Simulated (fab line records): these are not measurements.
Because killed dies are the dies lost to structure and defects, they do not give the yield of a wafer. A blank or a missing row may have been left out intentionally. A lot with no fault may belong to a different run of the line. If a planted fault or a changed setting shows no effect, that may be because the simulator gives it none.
Which of the tools did it?	flow sky130	route of 708 steps, sampled at 1 step: 6 lots, 18 wafers

== WHAT THE GAUGES READ, wafer by wafer ==
SKY_LI_CONTACT_OVL_MEAS_13.
lot	measured	on	LI_CONTACT_OVL (nm)
L185	day 30 15:59	overlay-02	-9 -5 -6
L188	day 31 14:05	overlay-02	-6 -5 -8
L191	day 32 18:50	overlay-01	-1 0 0
L198	day 34 11:44	overlay-02	-3 6 -7
L202	day 35 22:10	overlay-01	-6 -5 -1
L204	day 36 12:02	overlay-01	-9 1 -3

== TOOL THAT RAN EACH LOT (tool first, then ch and the chambers of the sampled wafers, then the start) ==
Record: no process step prior to these readings.

== THE ANSWER, worked out from the rows above alone ==
Rule: usual is defined by the lots themselves. The widest of any qualifying gaps counts: lots, ordered by their means at a reading, are off when they make up no more than a third of the lots, leave a main group of 4 or more, and stand apart from it by 3 or more times the standard deviation of that group's means. The tables above print the reading to a certain number of digits; a main group whose means all agree to those digits is not used. Also off: a lot with no number at a reading for which 4 or more lots have one. Any other lot the step has rows for is counted as sound.
No lot is off at any reading shown: from this, nothing can be told.

== WHAT THE SIMULATOR PUT IN ==
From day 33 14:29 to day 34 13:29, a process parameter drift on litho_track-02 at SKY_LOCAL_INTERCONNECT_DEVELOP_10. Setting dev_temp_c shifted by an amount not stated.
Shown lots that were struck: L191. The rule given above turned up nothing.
